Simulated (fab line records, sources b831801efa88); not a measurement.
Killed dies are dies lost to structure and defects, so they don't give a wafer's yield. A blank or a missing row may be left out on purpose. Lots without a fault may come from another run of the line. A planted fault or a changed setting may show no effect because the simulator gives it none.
Which tool did it? | flow sky130 | 13 lots, 39 wafers sampled, at 4 steps of a route of 708

WHAT THE GAUGES READ, wafer by wafer
SKY_POLY_GATE_CD_MEAS_22. Usual: cd_nm 149.4 nm, standard deviation 2.3.
lot  | measured     | on        | cd_nm (nm)        | flag
L596 | day 16 20:47 | cd_sem-01 | 149.2 152.7 149.5 |
L597 | day 17 08:58 | cd_sem-02 | 148.6 148.6 147.7 |
L599 | day 17 21:40 | cd_sem-02 | 150.3 148.8 146.2 |
L601 | day 18 15:55 | cd_sem-02 | 155.6 152.8 152.8 |
L602 | day 19 13:56 | cd_sem-02 | 146.5 146.5 149.6 |
L603 | day 19 12:50 | cd_sem-01 | 151.4 147.0 149.3 |
L604 | day 19 23:54 | cd_sem-02 | 149.3 151.9 150.4 |
L610 | day 22 04:52 | cd_sem-02 | 148.8 151.1 149.5 |
L612 | day 23 00:19 | cd_sem-02 | 148.6 148.6 146.2 |
L613 | day 23 20:10 | cd_sem-02 | 146.0 146.7 149.1 |
L614 | day 23 20:14 | cd_sem-01 | 151.1 150.8 149.4 |
L615 | day 24 04:33 | cd_sem-01 | 153.9 150.7 151.0 |
L616 | day 24 10:22 | cd_sem-01 | 150.9 152.1 147.9 |

SKY_SD_P_OVL_MEAS_08. Usual: SD_P_OVL 0.2 nm, standard deviation 1.1.
lot  | measured     | on         | SD_P_OVL (nm)  | flag
L596 | day 25 22:35 | overlay-01 | -0.4 -1.2 -1.6 |
L597 | day 26 10:28 | overlay-02 | 2.2 1.0 1.9    |
L599 | day 26 20:44 | overlay-02 | 0.9 -0.4 0.2   |
L601 | day 27 17:16 | overlay-02 | 2.0 0.3 2.2    |
L602 | day 28 11:15 | overlay-01 | 0.3 0.7 -0.3   |
L603 | day 28 10:16 | overlay-01 | -0.5 -0.4 -0.3 |
L604 | day 28 20:29 | overlay-02 | 0.1 0.1 0.2    |
L610 | day 30 20:51 | overlay-01 | -0.1 -0.1 0.2  |
L612 | day 31 14:55 | overlay-02 | 0.9 0.1 1.1    |
L613 | day 32 10:04 | overlay-01 | 0.9 2.2 -0.1   |
L614 | day 32 12:21 | overlay-02 | -2.1 -1.3 -1.1 |
L615 | day 32 18:21 | overlay-01 | -0.1 -0.1 -1.5 |
L616 | day 32 21:36 | overlay-01 | -1.4 -0.7 0.7  |

WHICH TOOL RAN EACH LOT (tool, then ch and the chambers of the sampled wafers, then the start)
lot  | SKY_RES_PROTECT_STRIP_07             | SKY_LDD_LDN_IMPLANT_11
L596 | plasma_asher-01 ch 0,1, day 15 12:38 | implanter-04 ch 0, day 23 08:42
L597 | plasma_asher-01 ch 0,1, day 15 22:58 | implanter-03 ch 0, day 23 20:45
L599 | plasma_asher-04 ch 0,1, day 16 13:10 | implanter-01 ch 0, day 24 08:51
L601 | plasma_asher-01 ch 0,1, day 17 05:41 | implanter-01 ch 0, day 25 03:54
L602 | plasma_asher-04 ch 0,1, day 18 00:59 | implanter-04 ch 0, day 25 23:40
L603 | plasma_asher-01 ch 0,1, day 18 01:47 | implanter-01 ch 0, day 25 21:30
L604 | plasma_asher-02 ch 1, day 18 12:38   | implanter-01 ch 0, day 26 09:47
L610 | plasma_asher-04 ch 0,1, day 20 18:32 | implanter-03 ch 0, day 28 09:31
L612 | plasma_asher-02 ch 0,1, day 21 13:42 | implanter-01 ch 0, day 29 03:36
L613 | plasma_asher-01 ch 0,1, day 22 04:20 | implanter-01 ch 0, day 29 22:30
L614 | plasma_asher-02 ch 0,1, day 22 08:00 | implanter-03 ch 0, day 29 23:30
L615 | plasma_asher-01 ch 0,1, day 22 12:52 | implanter-01 ch 0, day 30 07:39
L616 | plasma_asher-02 ch 0,1, day 22 22:16 | implanter-03 ch 0, day 30 11:22
- SKY_RES_PROTECT_STRIP_07: strips in O2/N2.
- SKY_LDD_LDN_IMPLANT_11

WHAT THE TOOLS THEMSELVES READ (means of the sampled wafers that have a number; where no wafer has one, the mark that the record gives instead)
SKY_RES_PROTECT_STRIP_07. Usual: drypump_motor_current_A 5.9 A, standard deviation 0.42; n2_flow_sccm 300.0 sccm, standard deviation 0.86; oes_product_au 0.518 a.u., standard deviation 0.0042; strip_time_to_endpoint_s 23.32 s, standard deviation 0.037.
lot  | tool            | drypump_motor_current_A (A) | n2_flow_sccm (sccm) | oes_product_au (a.u.) | strip_time_to_endpoint_s (s) | flag
L596 | plasma_asher-01 | 6.4                         | 298.9               | 0.522                 | 23.31                        |
L597 | plasma_asher-01 | 6.3                         | 299.1               | 0.513                 | 23.33                        |
L599 | plasma_asher-04 | 5.5                         | 299.7               | 0.521                 | 23.33                        |
L601 | plasma_asher-01 | 6.4                         | 299.9               | 0.515                 | 23.29                        |
L602 | plasma_asher-04 | 5.5                         | 299.2               | 0.520                 | 23.38                        |
L603 | plasma_asher-01 | 6.4                         | 299.7               | 0.515                 | 23.36                        |
L604 | plasma_asher-02 | 6.0                         | 299.2               | 0.514                 | 23.28                        |
L610 | plasma_asher-04 | 5.7                         | 300.5               | 0.513                 | 23.29                        |
L612 | plasma_asher-02 | 5.8                         | 300.1               | 0.516                 | 23.33                        |
L613 | plasma_asher-01 | 6.4                         | 299.9               | 0.518                 | 23.34                        |
L614 | plasma_asher-02 | 5.9                         | 299.5               | 0.518                 | 23.32                        |
L615 | plasma_asher-01 | 6.4                         | 300.1               | 0.518                 | 23.26                        |
L616 | plasma_asher-02 | 5.9                         | 300.0               | 0.522                 | 23.25                        |

SKY_LDD_LDN_IMPLANT_11. Usual: beam_energy_keV 14.999, standard deviation 0.0044; dose_ions_cm2 1.2499e+13, standard deviation 1.3e+10.
lot  | tool         | beam_energy_keV | dose_ions_cm2 | flag
L596 | implanter-04 | 15.003          | 1.2507e+13    |
L597 | implanter-03 | 14.995          | 1.2507e+13    |
L599 | implanter-01 | 14.998          | 1.2500e+13    |
L601 | implanter-01 | 14.996          | 1.2510e+13    |
L602 | implanter-04 | 15.003          | 1.2497e+13    |
L603 | implanter-01 | 16.149          | 1.2502e+13    | OFF
L604 | implanter-01 | 16.142          | 1.2506e+13    | OFF
L610 | implanter-03 | 14.997          | 1.2490e+13    |
L612 | implanter-01 | 14.996          | 1.2501e+13    |
L613 | implanter-01 | 15.003          | 1.2498e+13    |
L614 | implanter-03 | 15.001          | 1.2498e+13    |
L615 | implanter-01 | 14.994          | 1.2508e+13    |
L616 | implanter-03 | 15.002          | 1.2512e+13    |

THE ANSWER, worked out from the rows above alone
Rule: a lot is off if the mean of its wafers that have a number lies more than 3 standard deviations from the usual mean. A lot without any number at a reading at which 4 lots or more have one is off too. The other lots that the step has rows for count as sound. The gauges are gone through in route order, then the tools' own readings, and for those a lot's mean is taken as printed above. The first step at which some lot is off is used, and at that step the reading that is off furthest; a lot without a number counts as furthest.
Off: L603, L604, at SKY_LDD_LDN_IMPLANT_11 (beam_energy_keV).
A tool fits if, at that step or a process step before it, it ran every lot that is off, and no sound lot after the first of them. None of those tried fits.

WHAT THE SIMULATOR HAD PUT IN
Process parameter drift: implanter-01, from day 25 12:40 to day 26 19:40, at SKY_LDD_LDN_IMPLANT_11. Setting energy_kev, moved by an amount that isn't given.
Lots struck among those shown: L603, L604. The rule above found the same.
